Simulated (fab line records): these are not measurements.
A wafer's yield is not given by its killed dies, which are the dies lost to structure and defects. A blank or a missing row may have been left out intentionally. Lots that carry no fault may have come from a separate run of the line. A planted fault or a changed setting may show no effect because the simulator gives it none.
A lot that was struck, set against a sound lot / flow sfq_line / 41 steps out of a route of 325
Sound: wafers L826.1, L826.5, L826.6. The struck wafers were L844.1, L844.2, L844.4. Last of all comes the cause.
Per side, at each step with rows, come the tool, then ch with its chambers, and then its first start. Under that, the readings that differ: sound wafers / struck wafers / difference of the means / sigmas: that difference in standard deviations of wafers without a fault.
alike: readings whose means differ by less than 2 such deviations, and words and numbers that are the same on both sides. not compared: withheld readings, readings that some wafer has no value for, bounds like >300 that may hide the same value, and numbers for which the record gives no deviation and whose values overlap.
A row with sigmas, a row that says differs or no value, or rows on one side alone: a step with any of these is where the two part. Non-overlapping numbers with no deviation appear without sigmas and do not part them. A reading missing from all wafers of one side parts the sides only when that side holds two or more wafers.

SFQ_C5_OVL_MEAS_937:
  sound: overlay-01 at day 68 06:19; struck: overlay-01 at day 79 13:08
  alike: C5_OVL
SFQ_TRILAYER_C5_BARC_OPEN_VIA_ETCH_210: etches BARC in O2, target depth 125 nm, time 41.7 s.
  sound on rie_diel-04 ch 1,2,3, day 68 06:21; struck on rie_diel-01 ch 0,1,2, day 79 13:11
  alike: drypump_motor_current_A, oes_product_au
  not compared: rf_hours_counter_h
then, 1 step without rows for these wafers: SFQ_TRILAYER_C5_ETCH_VIA_ETCH_154 (etches SiO2 in CHF3, stops on Nb, target depth 84 nm).
SFQ_TRILAYER_C5_STRIP_STRIP_155: strips in O2.
  sound on rie_metal-02 ch 0,1, day 68 06:26; struck on rie_metal-02 ch 0,1, day 79 13:16
  alike: drypump_motor_current_A, oes_product_au, platen_temp_c
  not compared: rf_hours_counter_h
then, 3 steps without rows for these wafers: SFQ_TRILAYER_C5_STRIP_SOLV_CLEAN_156 (cleans in NMP, time 600 s); SFQ_TRILAYER_M6_DEP_PRE_CLEAN_158 (time 22.5 s); SFQ_TRILAYER_M6_DEP_SPUTTER_157 (material Nb, target thk 200 nm, time 133.3 s).
SFQ_M6_RS_MEAS_938: measurement is done with a four-point probe.
  sound: film_metro-04 at day 68 07:31; struck: film_metro-04 at day 79 14:10
reading=M6_NB_RS (ohm/sq); sound=0.879 0.880 0.886; struck=0.894 0.893 0.905; difference=+0.016; sigmas=+2
then, 3 steps without rows for these wafers: SFQ_TRILAYER_M6_LITHO_COAT_164 (resist thk 62 nm); SFQ_TRILAYER_M6_LITHO_COAT_159 (resist thk 600 nm); SFQ_TRILAYER_M6_LITHO_SOFTBAKE_163.
-- the record jumps here: 4 days lie between the struck wafers' starts before and after --
SFQ_TRILAYER_M6_LITHO_EXPOSE_160: exposes mask M6, target cd 500 nm.
  sound on krf_scanner-02 ch 0, day 73 11:56; struck on krf_scanner-01 ch 0, day 83 14:35
reading=exposure_dose_mJ_cm2; sound=14.374 14.412 14.405; struck=12.651 12.665 12.677; difference=-1.733; sigmas=-99 or more
  alike: mask
then, 2 steps without rows for these wafers: SFQ_TRILAYER_M6_LITHO_PEB_162 (peb time 58.65 s); SFQ_TRILAYER_M6_LITHO_DEVELOP_161 (time 60 s).
SFQ_M6_OVL_MEAS_940:
  sound: overlay-02 at day 73 13:26; struck: overlay-01 at day 83 16:05
reading=M6_OVL (nm); sound=7 3 7; struck=-5 -8 -10; difference=-13; sigmas=-3
SFQ_TRILAYER_M6_BARC_OPEN_METAL_ETCH_206: etches BARC in O2, target depth 125 nm, time 41.7 s.
  sound on rie_metal-04 ch 0,1, day 73 13:28; struck on rie_metal-04 ch 0,1, day 83 16:08
reading=model.M6.cd_nm (nm); sound=502.3 503.6 501.2; struck=521.1 523.1 523.3; difference=+20.1; sigmas=
  alike: drypump_motor_current_A, oes_product_au
  not compared: rf_hours_counter_h
SFQ_TRILAYER_M6_ETCH_METAL_ETCH_162: etches Nb in Cl2/Ar, stops on SiO2, target depth 240 nm, time 120 s.
  sound on rie_metal-04 ch 0,1, day 73 13:32; struck on rie_metal-04 ch 0,1, day 83 16:11
reading=model.M6.cd_nm (nm); sound=502.3 504.2 500.9; struck=520.5 523.6 523.6; difference=+20.1; sigmas=
  alike: drypump_motor_current_A, oes_product_au
  not compared: rf_hours_counter_h
then, 2 steps without rows for these wafers: SFQ_TRILAYER_M6_STRIP_STRIP_163 (strips in O2); SFQ_TRILAYER_M6_STRIP_SOLV_CLEAN_164 (cleans in NMP, time 600 s).
SFQ_TRILAYER_I6_DEP_PECVD_165: deposits SiO2 from SiH4/N2O, time 111.11 s, target thk 500 nm.
  sound on pecvd-03 ch 1,2, day 73 14:26; struck on pecvd-01 ch 0,2, day 83 17:05
reading=throttle_valve_pct (%); sound=22.8 22.9 21.7; struck=23.5 27.2 27.4; difference=+3.6; sigmas=+2
  alike: heater_power_w, susceptor_temp_C
SFQ_TRILAYER_I6_CMP_CMP_166: polishes SiO2.
  sound on cmp-01 ch 0,2,3, day 73 16:01; struck on cmp-02 ch 0,1,2, day 83 17:10
  alike: motor_current_A, retaining_ring_pressure_frac, time_to_endpoint_s
SFQ_I6_BOW_MEAS_941:
  sound: film_metro-01 at day 73 17:31; struck: film_metro-01 at day 83 20:10
  alike: I6_BOW
then, 7 steps without rows for these wafers: SFQ_TRILAYER_I6_METRO_MEASURE_167; SFQ_TRILAYER_I6_VIA_LITHO_COAT_174 (resist thk 62 nm); SFQ_TRILAYER_I6_VIA_LITHO_COAT_169 (resist thk 650 nm); SFQ_TRILAYER_I6_VIA_LITHO_SOFTBAKE_173; SFQ_TRILAYER_I6_VIA_LITHO_EXPOSE_170 (exposes mask I6, target cd 700 nm); SFQ_TRILAYER_I6_VIA_LITHO_PEB_172 (peb time 60 s); SFQ_TRILAYER_I6_VIA_LITHO_DEVELOP_171 (time 60 s).
SFQ_I6_OVL_MEAS_942:
  sound: overlay-01 at day 78 11:49; struck: overlay-01 at day 84 09:28
  alike: I6_OVL
then, 2 steps without rows for these wafers: SFQ_TRILAYER_I6_VIA_BARC_OPEN_VIA_ETCH_235 (etches BARC in O2, target depth 125 nm, time 43.26 s); SFQ_TRILAYER_I6_VIA_ETCH_VIA_ETCH_172 (etches SiO2 in CHF3, stops on Nb, target depth 260 nm).
SFQ_TRILAYER_I6_VIA_STRIP_STRIP_173: strips in O2.
  sound on rie_metal-03 ch 0,1, day 78 12:01; struck on rie_metal-03 ch 0,1, day 84 09:39
  alike: drypump_motor_current_A, oes_product_au, platen_temp_c
  not compared: rf_hours_counter_h
then, 3 steps without rows for these wafers: SFQ_TRILAYER_I6_VIA_STRIP_SOLV_CLEAN_174 (cleans in NMP, time 600 s); SFQ_TRILAYER_M7_DEP_PRE_CLEAN_176 (time 22.5 s); SFQ_TRILAYER_M7_DEP_SPUTTER_175 (material Nb, target thk 200 nm, time 133.3 s).
SFQ_M7_RS_MEAS_943: measurement is done with a four-point probe.
  sound: film_metro-01 at day 78 12:54; struck: film_metro-02 at day 84 10:32
  alike: M7_NB_RS
then, 3 steps without rows for these wafers: SFQ_TRILAYER_M7_LITHO_COAT_182 (resist thk 62 nm); SFQ_TRILAYER_M7_LITHO_COAT_177 (resist thk 600 nm); SFQ_TRILAYER_M7_LITHO_SOFTBAKE_181.
-- the record jumps here: 10 days lie between the struck wafers' starts before and after --
SFQ_M8_BOW_MEAS_951:
  sound: film_metro-04 at day 87 10:31; struck: film_metro-03 at day 94 19:31
reading=model.etest.m6.ohm_um; sound=1.748 1.749 1.771; struck=1.715 1.707 1.729; difference=-0.039; sigmas=
  alike: M8_BOW

WHERE THEY PART
Last at SFQ_TRILAYER_I6_DEP_PECVD_165 as far as this record goes, first at SFQ_M6_RS_MEAS_938. Later steps at which nothing parts them and some readings are alike: SFQ_TRILAYER_I6_CMP_CMP_166, SFQ_I6_BOW_MEAS_941, SFQ_I6_OVL_MEAS_942, SFQ_TRILAYER_I6_VIA_STRIP_STRIP_173, SFQ_M7_RS_MEAS_943, SFQ_M8_BOW_MEAS_951.

WHY: the cause the simulator had injected
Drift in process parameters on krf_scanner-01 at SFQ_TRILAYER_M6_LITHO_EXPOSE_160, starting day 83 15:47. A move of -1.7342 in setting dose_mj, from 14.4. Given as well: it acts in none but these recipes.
